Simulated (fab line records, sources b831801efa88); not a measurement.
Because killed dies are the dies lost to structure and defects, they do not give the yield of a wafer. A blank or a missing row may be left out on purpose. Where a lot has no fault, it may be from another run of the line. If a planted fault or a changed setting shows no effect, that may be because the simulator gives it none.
2 desks looking at one fault | flow sky130 | every desk sees just its own numbers, and what lay behind them comes last

METROLOGY DESK
What the gauges read for every lot (on any tool): the sampled wafers with a number, averaged. A lot is out of limits, marked OUT, if its mean lies more than 4 standard deviations from the usual mean; the brackets give that distance.
Columns: A = cd nm at SKY_SD_N_CD_MEAS_07, usual 380.0 nm
lot  | first seen here | A
L445 | day 28 09:03    | 379.5
L446 | day 28 14:23    | 381.3
L449 | day 29 19:03    | 380.4
L451 | day 30 16:01    | 375.4
L456 | day 31 21:58    | 381.7
L459 | day 32 22:46    | 383.8
L463 | day 34 07:58    | 384.3
L465 | day 34 21:10    | 380.4
L466 | day 35 02:02    | 379.2
L467 | day 36 01:47    | 381.2
Finding of this desk: none of the 10 lots has anything out of limits.

THE TOOL OWNER'S DESK: rie diel-02
The tool's own readings at SKY_POLY_CUT_ETCH_10 (etches BARC in N2/H2, stops on SiO2, time 45.9 s, target depth 60 nm): means of the sampled wafers that have a number, for each lot that ran on this tool. A lot is out of limits, marked OUT, if its mean lies more than 4 standard deviations from the usual mean; the brackets give that distance.
Columns: A = chamber pressure mTorr at SKY_POLY_CUT_ETCH_10, usual 30.001 mTorr; B = drypump motor current A at SKY_POLY_CUT_ETCH_10, usual 5.71 A; C = oes product au at SKY_POLY_CUT_ETCH_10, usual 0.850 a.u.; D = throttle valve pct at SKY_POLY_CUT_ETCH_10, usual 13.225 %
lot  | first seen here | A      | B    | C     | D
L456 | day 28 12:38    | 29.996 | 6.00 | 0.850 | 13.230
L459 | day 29 12:32    | 30.011 | 5.96 | 0.851 | 13.226
L467 | day 32 18:36    | 30.001 | 5.77 | 0.851 | 13.232
Finding of this desk: none of the 3 lots has anything out of limits.

BROUGHT TOGETHER
From the metrology desk's view, nothing was out of limits.
The tool owner's desk saw nothing out of limits.

WHAT THE SIMULATOR HAD INSERTED
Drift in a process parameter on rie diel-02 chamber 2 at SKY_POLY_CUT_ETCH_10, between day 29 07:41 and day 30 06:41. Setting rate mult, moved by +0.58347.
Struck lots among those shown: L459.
